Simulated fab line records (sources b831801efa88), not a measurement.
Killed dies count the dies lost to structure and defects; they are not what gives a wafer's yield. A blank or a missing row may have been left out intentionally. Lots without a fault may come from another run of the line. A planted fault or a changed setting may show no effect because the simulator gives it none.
fab line records	flow sky130	part 1 of 2: steps 1 to 26 of 37
record: lots: 5	wafers: 15	last-day: 50
route steps=708 shown VIA1@460 METAL2@483
lots with no fault: from the same line, run without faults
start-h: start of the lot's first displayed wafer, in hours after the record's first day	wait-h: how many hours have passed since the lot's step before this one	" unchanged from the row above	L1.1+2: a single row standing in for several wafers	- no value, or no start given	* or withheld: withheld	< > ~ a bound
route shown NAME@n: NAME is a module with steps in the file, n the number in the route of the first one	usual: the fault-free wafers' mean and standard deviation	same: alike in all rows	chamber/n: place in a boat	sites: the reading at each site	_std_site: standard deviation across them	_edge_site: mean of outer sites minus mean of inner sites	radius-mm: for every site, how far away it sits from the centre of the wafer	mask NAME#n: copy n	behind: tool/chamber where the wafer was last shaped	hold: what put the lot on hold/how long, in hours/how the hold closed	device: names the non-switching transistor (n, p or np)	end of line: tests of these same wafers at the route's end	where a step has no rows: the recipe by itself	killed: count of dies lost to structure and defects at first sort (not the wafer's yield)	map: a wafer's dies, marking killed ones x, the rest . and places with no die _
set.NAME: the setting the step ran with; set.NAME@STEP: the setting that earlier step ran with	model.NAME: the simulator's own value behind a step, which no gauge read
lots at selected steps of the route; one table per step, one row per wafer
services: when a tool's chamber went out of use (start-h, in hours from the record's first day, below 0 if earlier), for how many hours, and the reason
== steps ==
step: SKY_VIA1_CMP_02
recipe: material: SiO2	down-force-psi: 4	platen-rpm: 60	pad-velocity-m-s: 0.94248
usual: motor-current-A: 12.3/1.3	retaining-ring-pressure-frac: 1.000/0.0051
lot.wafer	tool	chamber	start-h	wait-h	motor-current-A	retaining-ring-pressure-frac
L075.2	cmp-01	2	755.87	0.1	11.3	0.992
L075.4	"	3	"	"	11.0	1.002
L075.3	"	0	"	"	14.2	1.003
L082.3	cmp-02	2	816.53	0.1	13.2	1.004
L082.5	"	1	"	"	13.5	0.995
L082.6	"	2	"	"	13.6	1.001
L085.3	cmp-01	3	848.87	0.1	11.7	1.008
L085.1	"	0	"	"	14.0	1.006
L085.5	"	1	"	"	13.2	1.006
L092.4	cmp-02	2	895.47	0.0	13.0	1.009
L092.1	"	0	"	"	11.5	0.997
L092.5	"	2	"	"	13.7	0.997
L097.1	cmp-02	0	929.62	0.1	11.7	0.999
L097.5	"	0	"	"	11.4	0.992
L097.6	"	1	"	"	13.8	1.002
step: SKY_VIA1_BOW_MEAS_03
recipe: mode: bow
usual: VIA1_BOW: 79/7.4
lot.wafer	tool	chamber	start-h	wait-h	VIA1_BOW[um]
L075.2	film-metro-04	-	756.14	0.2	71
L075.3	"	-	"	"	81
L075.4	"	-	"	"	72
L082.3	film-metro-02	-	816.82	0.2	76
L082.5	"	-	"	"	87
L082.6	"	-	"	"	82
L085.1	film-metro-01	-	849.07	0.1	67
L085.3	"	-	"	"	76
L085.5	"	-	"	"	85
L092.1	film-metro-02	-	895.77	0.1	75
L092.4	"	-	"	"	87
L092.5	"	-	"	"	75
L097.1	film-metro-04	-	929.92	0.2	72
L097.5	"	-	"	"	94
L097.6	"	-	"	"	76
step: SKY_VIA1_DEHYDRATE_04
recipe: temp-c: 200	time-s: 60
usual: heater-power-total-W: 160.36/0.13
lot.wafer	tool	chamber	start-h	wait-h	heater-power-total-W
L075.2	litho-track-04	0	767.88	11.7	160.25
L075.3	"	0	"	"	160.21
L075.4	"	0	"	"	160.52
L082.3	litho-track-02	0	830.47	13.6	160.48
L082.5	"	0	"	"	160.26
L082.6	"	0	"	"	160.23
L085.1	litho-track-02	0	862.52	13.4	160.45
L085.3	"	0	"	"	160.16
L085.5	"	0	"	"	160.13
L092.1	litho-track-04	0	907.56	11.8	160.29
L092.4	"	0	"	"	160.37
L092.5	"	0	"	"	160.26
L097.1	litho-track-01	0	941.72	11.8	160.36
L097.5	"	0	"	"	160.47
L097.6	"	0	"	"	160.44
step: SKY_VIA1_HMDS_05
recipe: prime-time-s: 60	prime-temp-c: 120
usual: prime-temp-c: 120.02/0.12
lot.wafer	tool	chamber	start-h	wait-h	prime-temp-c
L075.2	litho-track-04	0	768.03	0.1	120.17
L075.3	"	0	"	"	119.95
L075.4	"	0	"	"	119.95
L082.3	litho-track-02	0	830.62	0.1	120.22
L082.5	"	0	"	"	120.10
L082.6	"	0	"	"	119.92
L085.1	litho-track-02	0	862.67	0.1	119.97
L085.3	"	0	"	"	120.06
L085.5	"	0	"	"	119.82
L092.1	litho-track-04	0	907.71	0.1	119.92
L092.4	"	0	"	"	120.06
L092.5	"	0	"	"	119.84
L097.1	litho-track-01	0	941.87	0.1	120.12
L097.5	"	0	"	"	119.96
L097.6	"	0	"	"	119.92
step: SKY_VIA1_COAT_06
recipe: resist: BARC	temp-c: withheld	time-s: withheld	spin-rpm: 3000	resist-thk-nm: 60
usual: dispense-pressure-kPa: 48.5/1.5
lot.wafer	tool	chamber	start-h	wait-h	dispense-pressure-kPa
L075.2	litho-track-04	0	768.18	0.1	49.6
L075.3	"	0	"	"	49.6
L075.4	"	0	"	"	49.5
L082.3	litho-track-02	0	830.77	0.1	46.4
L082.5	"	0	"	"	46.4
L082.6	"	0	"	"	46.3
L085.1	litho-track-02	0	862.82	0.1	46.4
L085.3	"	0	"	"	46.4
L085.5	"	0	"	"	46.3
L092.1	litho-track-04	0	907.86	0.1	49.5
L092.4	"	0	"	"	49.5
L092.5	"	0	"	"	49.5
L097.1	litho-track-01	0	942.02	0.1	49.6
L097.5	"	0	"	"	49.6
L097.6	"	0	"	"	49.7
step: SKY_VIA1_COAT_07
recipe: resist: KrF-thick	spin-rpm: 3000	resist-thk-nm: 450
usual: dispense-pressure-kPa: 48.5/1.5
lot.wafer	tool	chamber	start-h	wait-h	dispense-pressure-kPa
L075.2	litho-track-04	0	-	-	49.5
L075.3	"	0	"	"	49.5
L075.4	"	0	"	"	49.5
L082.3	litho-track-02	0	-	-	46.4
L082.5	"	0	"	"	46.3
L082.6	"	0	"	"	46.3
L085.1	litho-track-02	0	-	-	46.3
L085.3	"	0	"	"	46.3
L085.5	"	0	"	"	46.4
L092.1	litho-track-04	0	-	-	49.6
L092.4	"	0	"	"	49.6
L092.5	"	0	"	"	49.6
L097.1	litho-track-01	0	-	-	49.7
L097.5	"	0	"	"	49.7
L097.6	"	0	"	"	49.7
step: SKY_VIA1_SOFTBAKE_08
recipe: temp-c: 100	time-s: 90	resist: KrF-thick
usual: heater-power-total-W: 57.37/0.11
lot.wafer	tool	chamber	start-h	wait-h	heater-power-total-W
L075.2	litho-track-04	0	-	-	57.20
L075.3	"	0	"	"	57.14
L075.4	"	0	"	"	57.30
L082.3	litho-track-02	0	-	-	57.34
L082.5	"	0	"	"	57.46
L082.6	"	0	"	"	57.46
L085.1	litho-track-02	0	-	-	57.35
L085.3	"	0	"	"	57.41
L085.5	"	0	"	"	57.44
L092.1	litho-track-04	0	-	-	57.38
L092.4	"	0	"	"	57.34
L092.5	"	0	"	"	57.35
L097.1	litho-track-01	0	-	-	57.30
L097.5	"	0	"	"	57.39
L097.6	"	0	"	"	57.53
step: SKY_VIA1_EXPOSE_09
recipe: mask-id: VIM	na: 0.8	source-shape: annular	sigma-inner: 0.55	sigma-outer: 0.85	target-cd-nm: 150	dose-mj: 38.43
same: na: 0.8	sigma-outer: 0.85
lot.wafer	tool	chamber	start-h	wait-h	mask
L075.2+3+4	krf-scanner-02	0	-	-	VIM#0
L082.3+5+6	krf-scanner-02	0	-	-	VIM#0
L085.1+3+5	krf-scanner-02	0	-	-	VIM#0
L092.1+4+5	krf-scanner-02	0	-	-	VIM#0
L097.1+5+6	krf-scanner-02	0	-	-	VIM#0
step: SKY_VIA1_PEB_10
recipe: peb-temp-c: withheld	peb-time-s: withheld	resist: KrF-thick
lot.wafer	tool	chamber	start-h	wait-h
L075.2+3+4	litho-track-01	0	-	-
L082.3+5+6	litho-track-02	0	-	-
L085.1+3+5	litho-track-02	0	-	-
L092.1+4+5	litho-track-04	0	-	-
L097.1+5+6	litho-track-04	0	-	-
step: SKY_VIA1_DEVELOP_11
recipe: develop-time-s: 60	resist: KrF-thick	dev-temp-c: 21
lot.wafer	tool	chamber	start-h	wait-h
L075.2+3+4	litho-track-01	0	-	-
L082.3+5+6	litho-track-02	0	-	-
L085.1+3+5	litho-track-02	0	-	-
L092.1+4+5	litho-track-04	0	-	-
L097.1+5+6	litho-track-04	0	-	-
step: SKY_VIA1_CD_MEAS_12
recipe: target-cd-nm: 150
usual: cd-nm: 149.5/1.9
lot.wafer	tool	chamber	start-h	wait-h	cd-nm
L075.2	cd-sem-02	-	781.64	-	147.3
L075.3	"	-	"	"	148.7
L075.4	"	-	"	"	146.8
L082.3	cd-sem-02	-	844.11	-	148.8
L082.5	"	-	"	"	150.5
L082.6	"	-	"	"	148.9
L085.1	cd-sem-02	-	876.27	-	147.7
L085.3	"	-	"	"	146.4
L085.5	"	-	"	"	145.9
L092.1	cd-sem-01	-	920.51	-	149.0
L092.4	"	-	"	"	148.7
L092.5	"	-	"	"	149.5
L097.1	cd-sem-01	-	953.99	-	153.3
L097.5	"	-	"	"	152.1
L097.6	"	-	"	"	153.8
step: SKY_VIA1_OVL_MEAS_13
usual: VIA1_OVL: 0/4.5
lot.wafer	tool	chamber	start-h	wait-h	VIA1_OVL[nm]
L075.2	overlay-02	-	781.75	0.1	-2
L075.3	"	-	"	"	2
L075.4	"	-	"	"	7
L082.3	overlay-01	-	844.20	0.1	1
L082.5	"	-	"	"	4
L082.6	"	-	"	"	-2
L085.1	overlay-01	-	876.39	0.1	-3
L085.3	"	-	"	"	-2
L085.5	"	-	"	"	2
L092.1	overlay-02	-	920.63	0.1	-5
L092.4	"	-	"	"	-8
L092.5	"	-	"	"	-1
L097.1	overlay-01	-	954.11	0.1	-5
L097.5	"	-	"	"	-11
L097.6	"	-	"	"	-1
step: SKY_VIA1_ETCH_14
recipe: chemistry: N2/H2	target: BARC	ion-energy-ev: 200	source-w: 500	bias-w: 100	pressure-mtorr: 30	n2-flow-sccm: 100	h2-flow-sccm: 200	stop-on: SiO2	time-s: 45.9	target-depth-a: 600
usual: drypump-motor-current-A: 5.6/0.42	oes-product-au: 0.855/0.0046	rf-fwd-power-W: 494.3/2.5	throttle-valve-pct: 13.225/0.0084
lot.wafer	tool	chamber	start-h	wait-h	drypump-motor-current-A	oes-product-au	rf-fwd-power-W	rf-hours-counter-h	throttle-valve-pct
L075.2	rie-diel-02	2	781.78	0.0	6.2	0.851	497.0	18	13.223
L075.3	"	0	"	"	5.6	0.855	492.7	42	13.210
L075.4	"	1	"	"	5.9	0.858	497.6	-	13.219
L082.3	rie-diel-02	3	844.22	0.0	5.6	0.853	496.4	21	13.211
L082.5	"	2	"	"	6.2	0.853	496.5	-	13.216
L082.6	"	1	"	"	5.9	0.852	494.5	-	13.236
L085.1	rie-diel-01	3	876.42	0.0	4.8	0.854	496.8	15	13.212
L085.3	"	2	"	"	5.4	0.851	493.3	2	13.220
L085.5	"	3	"	"	4.8	0.853	496.4	-	13.223
L092.1	rie-diel-04	3	920.66	0.0	5.1	0.865	494.0	17	13.226
L092.4	"	3	"	"	5.1	0.857	495.4	-	13.228
L092.5	"	0	"	"	6.1	0.856	494.0	-	13.211
L097.1	rie-diel-04	3	954.15	0.0	5.1	0.857	489.2	18	13.222
L097.5	"	2	"	"	5.6	0.864	494.4	-	13.231
L097.6	"	0	"	"	6.1	0.852	491.5	-	13.242
step: SKY_VIA1_ETCH_15
recipe: target: SiO2	chemistry: C4F8/O2/Ar	target-depth-nm: 351	stop-on: TiN	mask-material: KrF-thick	source-w: 1500	bias-w: 1200	pressure-mtorr: 40	c4f8-flow-sccm: withheld	O2_flow_sccm: 6	Ar_flow_sccm: 300	time-s: 54
usual: oes-product-au: 0.981/0.0056	rf-fwd-power-W: 1484/6.7
lot.wafer	tool	chamber	start-h	wait-h	oes-product-au	rf-fwd-power-W	rf-hours-counter-h
L075.2	rie-diel-02	2	781.82	0.0	0.988	1484	18
L075.3	"	0	"	"	0.978	1486	42
L075.4	"	1	"	"	0.974	1484	-
L082.3	rie-diel-02	3	844.26	0.0	0.988	1486	21
L082.5	"	2	"	"	0.975	1485	-
L082.6	"	1	"	"	0.991	1479	-
L085.1	rie-diel-01	3	876.46	0.0	0.991	1487	15
L085.3	"	2	"	"	0.978	1482	2
L085.5	"	3	"	"	0.986	1489	-
L092.1	rie-diel-04	3	920.71	0.0	0.978	1482	17
L092.4	"	3	"	"	0.991	1478	-
L092.5	"	0	"	"	0.976	1468	-
L097.1	rie-diel-04	3	954.19	0.0	0.977	1484	18
L097.5	"	2	"	"	0.971	1485	-
L097.6	"	0	"	"	0.974	1471	-
step: SKY_VIA1_STRIP_16
recipe: chemistry: O2/N2	power-w: 1400	pressure-mtorr: 1500	platen-temp-c: withheld	o2-flow-sccm: 3000	n2-flow-sccm: 300	overash-fraction: 0.5
usual: drypump-motor-current-A: 5.7/0.46	o2-flow-sccm: 3001/9.5	oes-product-au: 0.416/0.0042	strip-time-to-endpoint-s: 4.466/0.022
lot.wafer	tool	chamber	start-h	wait-h	drypump-motor-current-A	o2-flow-sccm	oes-product-au	rf-hours-counter-h	strip-time-to-endpoint-s
L075.2	plasma-asher-03	0	781.87	0.0	6.0	2998	0.417	92	4.482
L075.3	"	0	"	"	6.0	2998	0.422	-	4.441
L075.4	"	1	"	"	5.8	2991	0.413	-	4.451
L082.3	plasma-asher-02	0	844.34	0.1	5.2	3006	0.421	-	4.468
L082.5	"	1	"	"	6.5	3004	0.423	-	4.481
L082.6	"	0	"	"	5.2	2984	0.408	-	4.471
L085.1	plasma-asher-04	0	876.51	0.0	5.0	2993	0.419	47	4.419
L085.3	"	1	"	"	5.6	3001	0.421	-	4.505
L085.5	"	0	"	"	5.0	2999	0.412	-	4.447
L092.1	plasma-asher-03	0	920.75	0.0	6.0	2994	0.413	106	4.479
L092.4	"	1	"	"	5.9	3008	0.408	-	4.466
L092.5	"	0	"	"	6.0	2994	0.419	-	4.490
L097.1	plasma-asher-02	1	954.24	0.0	6.5	2995	0.418	21	4.476
L097.5	"	1	"	"	6.5	2988	0.413	-	4.490
L097.6	"	0	"	"	5.2	3012	0.415	-	4.481
step: SKY_VIA1_STRIP_17
recipe: chemistry: post-etch-residue-remover	time-s: 1200	temp-c: 72.5
lot.wafer	tool	chamber	start-h	wait-h
L075.2+3+4	wet-bench-02	2	781.97	0.1
L082.3+5+6	wet-bench-02	0	844.41	0.0
L085.1+3+5	wet-bench-01	2	876.61	0.1
L092.1+4+5	wet-bench-01	3	920.85	0.1
L097.1+5+6	wet-bench-01	3	954.34	0.1
step: SKY_VIA1_CLEAN_18
recipe: chemistry: IPA	time-s: 180	temp-c: 25
lot.wafer	tool	chamber	start-h	wait-h
L075.2+3+4	wet-bench-04	1	782.31	0.0
L082.3+5+6	wet-bench-01	3	844.75	0.0
L085.1+3+5	wet-bench-02	3	876.95	0.0
L092.1+4+5	wet-bench-02	1	921.20	0.0
L097.1+5+6	wet-bench-02	2	954.68	0.0
step: SKY_VIA1_CLEAN_19
recipe: chemistry: O3/DIW	dry: n2-spin
lot.wafer	tool	chamber	start-h	wait-h
L075.2+3+4	wet-bench-01	3	782.37	0.0
L082.3+5+6	wet-bench-02	0	844.82	0.0
L085.1+3+5	wet-bench-04	1	877.01	0.0
L092.1+4+5	wet-bench-04	3	921.25	0.0
L097.1+5+6	wet-bench-04	1	954.74	0.0
step: SKY_VIA1_SPUTTER_20
recipe: material: TiN	target-thk-nm: 20	chamber-pressure-pa: 5	power-w: 4000	time-s: 80
usual: throttle-valve-pct: 29.9/1
lot.wafer	tool	chamber	start-h	wait-h	throttle-valve-pct
L075.2	pvd-sputter-04	-	782.47	0.0	29.7
L075.3	"	-	"	"	31.0
L075.4	"	-	"	"	27.4
L082.3	pvd-sputter-02	-	844.91	0.0	29.9
L082.5	"	-	"	"	31.1
L082.6	"	-	"	"	29.5
L085.1	pvd-sputter-04	-	877.10	0.0	29.6
L085.3	"	-	"	"	27.5
L085.5	"	-	"	"	31.3
L092.1	pvd-sputter-02	-	921.35	0.0	31.2
L092.4	"	-	"	"	30.0
L092.5	"	-	"	"	31.2
L097.1	pvd-sputter-04	-	954.83	0.0	27.4
L097.5	"	-	"	"	30.7
L097.6	"	-	"	"	29.7
step: SKY_VIA1_CVD_21
recipe: material: W	target-thk-nm: 270	time-s: 80.902	temp-c: 400	pressure-torr: 40
usual: chamber-pressure-Torr: 39.99/0.09	heater-power-w: 797/73
lot.wafer	tool	chamber	start-h	wait-h	chamber-pressure-Torr	heater-power-w
L075.2	cvd-w-02	0	782.53	0.0	39.97	767
L075.3	"	0	"	"	39.98	744
L075.4	"	1	"	"	39.93	821
L082.3	cvd-w-02	1	845.00	0.1	40.09	808
L082.5	"	0	"	"	40.05	771
L082.6	"	1	"	"	40.05	814
L085.1	cvd-w-01	0	877.16	0.0	39.92	917
L085.3	"	0	"	"	39.90	930
L085.5	"	1	"	"	39.97	729
L092.1	cvd-w-02	0	921.41	0.0	40.08	775
L092.4	"	1	"	"	40.00	855
L092.5	"	1	"	"	40.07	803
L097.1	cvd-w-02	0	954.89	0.0	39.95	773
L097.5	"	1	"	"	40.00	832
L097.6	"	0	"	"	39.85	777
step: SKY_VIA1_RS_MEAS_22
recipe: thk-meas-gauge: four-point-probe	reads: W_of_VIA1_CVD_21+TiN_of_VIA1_SPUTTER_20
usual: VIA1_W_RS: 0.425/0.0057
lot.wafer	tool	chamber	start-h	wait-h	VIA1_W_RS[ohm/sq]
L075.2	film-metro-04	-	782.64	0.1	0.429
L075.3	"	-	"	"	0.428
L075.4	"	-	"	"	0.427
L082.3	film-metro-02	-	845.10	0.1	0.424
L082.5	"	-	"	"	0.427
L082.6	"	-	"	"	0.424
L085.1	film-metro-04	-	877.26	0.1	0.427
L085.3	"	-	"	"	0.427
L085.5	"	-	"	"	0.428
L092.1	film-metro-02	-	921.50	0.1	0.426
L092.4	"	-	"	"	0.423
L092.5	"	-	"	"	0.426
L097.1	film-metro-02	-	954.99	0.1	0.438
L097.5	"	-	"	"	0.432
L097.6	"	-	"	"	0.434
step: SKY_VIA1_THK_MEAS_23
recipe: thk-meas-gauge: xrf	reads: W_of_VIA1_CVD_21
usual: VIA1_W_THK: 272/5.3
lot.wafer	tool	chamber	start-h	wait-h	VIA1_W_THK[nm]
L075.2	film-metro-04	-	782.75	0.1	269
L075.3	"	-	"	"	271
L075.4	"	-	"	"	271
L082.3	film-metro-02	-	845.20	0.1	271
L082.5	"	-	"	"	269
L082.6	"	-	"	"	271
L085.1	film-metro-04	-	877.38	0.1	270
L085.3	"	-	"	"	269
L085.5	"	-	"	"	268
L092.1	film-metro-02	-	921.62	0.1	269
L092.4	"	-	"	"	270
L092.5	"	-	"	"	270
L097.1	film-metro-02	-	955.11	0.1	260
L097.5	"	-	"	"	263
L097.6	"	-	"	"	260
step: SKY_VIA1_CMP_24
recipe: stop-on: SiO2	t-overpolish-s: 15	down-force-psi: 3.5	platen-rpm: 60	target-thk-nm: 0	pad-velocity-m-s: 0.94248
usual: motor-current-A: 11.3/1.2	overpolish-run-s: 15.001/0.0089	retaining-ring-pressure-frac: 1.001/0.0051	time-to-endpoint-s: 66.3/2.5
lot.wafer	tool	chamber	start-h	wait-h	motor-current-A	overpolish-run-s	retaining-ring-pressure-frac	time-to-endpoint-s
L075.3	cmp-02	2	782.80	0.0	12.0	15.009	0.989	69.4
L075.2	"	3	"	"	10.1	15.014	1.000	70.1
L075.4	"	1	"	"	12.2	15.017	0.998	67.1
L082.3	cmp-01	0	845.29	0.1	13.1	15.006	1.004	67.7
L082.6	"	3	"	"	10.2	15.016	1.011	66.6
L082.5	"	0	"	"	13.8	15.010	1.000	67.4
L085.3	cmp-02	1	877.44	0.0	12.3	14.979	1.005	65.0
L085.1	"	3	"	"	10.7	14.992	0.997	65.1
L085.5	"	2	"	"	11.5	15.003	0.998	64.8
L092.1	cmp-01	2	921.73	0.1	10.3	14.991	1.002	64.6
L092.4	"	3	"	"	10.5	15.019	0.996	67.0
L092.5	"	2	"	"	10.1	14.976	0.999	64.8
L097.1	cmp-02	2	955.32	0.2	12.0	14.990	1.002	58.8
L097.5	"	3	"	"	10.3	15.007	1.002	62.3
L097.6	"	0	"	"	10.8	14.993	1.004	62.2
step: SKY_METAL2_SPUTTER_00
recipe: material: Ti	target-thk-nm: 15	power-w: 3000	time-s: 10	chamber-pressure-pa: 0.4
usual: throttle-valve-pct: 30.3/0.82
lot.wafer	tool	chamber	start-h	wait-h	throttle-valve-pct
L075.2	pvd-sputter-02	-	783.10	0.2	29.4
L075.3	"	-	"	"	30.0
L075.4	"	-	"	"	29.6
L082.3	pvd-sputter-01	-	845.54	0.2	30.1
L082.5	"	-	"	"	29.9
L082.6	"	-	"	"	30.3
L085.1	pvd-sputter-01	-	877.74	0.1	30.3
L085.3	"	-	"	"	30.7
L085.5	"	-	"	"	28.5
L092.1	pvd-sputter-03	-	921.98	0.2	31.3
L092.4	"	-	"	"	31.7
L092.5	"	-	"	"	31.0
L097.1	pvd-sputter-01	-	955.47	0.1	30.0
L097.5	"	-	"	"	30.2
L097.6	"	-	"	"	29.8
step: SKY_METAL2_SPUTTER_01
recipe: material: TiN	target-thk-nm: 20	power-w: 6500	time-s: 16.7	chamber-pressure-pa: 0.4
usual: throttle-valve-pct: 30.4/0.79
lot.wafer	tool	chamber	start-h	wait-h	throttle-valve-pct
L075.2	pvd-sputter-02	-	783.12	0.0	29.6
L075.3	"	-	"	"	30.0
L075.4	"	-	"	"	29.7
L082.3	pvd-sputter-01	-	845.56	0.0	30.3
L082.5	"	-	"	"	29.9
L082.6	"	-	"	"	30.4
L085.1	pvd-sputter-01	-	877.76	0.0	30.6
L085.3	"	-	"	"	30.7
L085.5	"	-	"	"	28.8
L092.1	pvd-sputter-03	-	922.00	0.0	31.2
L092.4	"	-	"	"	31.3
L092.5	"	-	"	"	31.2
L097.1	pvd-sputter-01	-	955.49	0.0	30.0
L097.5	"	-	"	"	30.3
L097.6	"	-	"	"	30.2
step: SKY_METAL2_SPUTTER_02
recipe: material: AlCu	target-thk-nm: 250	power-w: 10600	time-s: 13.3	chamber-pressure-pa: 0.4
usual: throttle-valve-pct: 30.4/0.82
lot.wafer	tool	chamber	start-h	wait-h	throttle-valve-pct
L075.2	pvd-sputter-02	-	783.15	0.0	29.5
L075.3	"	-	"	"	30.0
L075.4	"	-	"	"	29.7
L082.3	pvd-sputter-01	-	845.59	0.0	30.3
L082.5	"	-	"	"	30.3
L082.6	"	-	"	"	30.2
L085.1	pvd-sputter-01	-	877.78	0.0	30.2
L085.3	"	-	"	"	30.5
L085.5	"	-	"	"	28.8
L092.1	pvd-sputter-03	-	922.03	0.0	31.3
L092.4	"	-	"	"	31.5
L092.5	"	-	"	"	31.3
L097.1	pvd-sputter-01	-	955.51	0.0	30.0
L097.5	"	-	"	"	30.6
L097.6	"	-	"	"	30.1
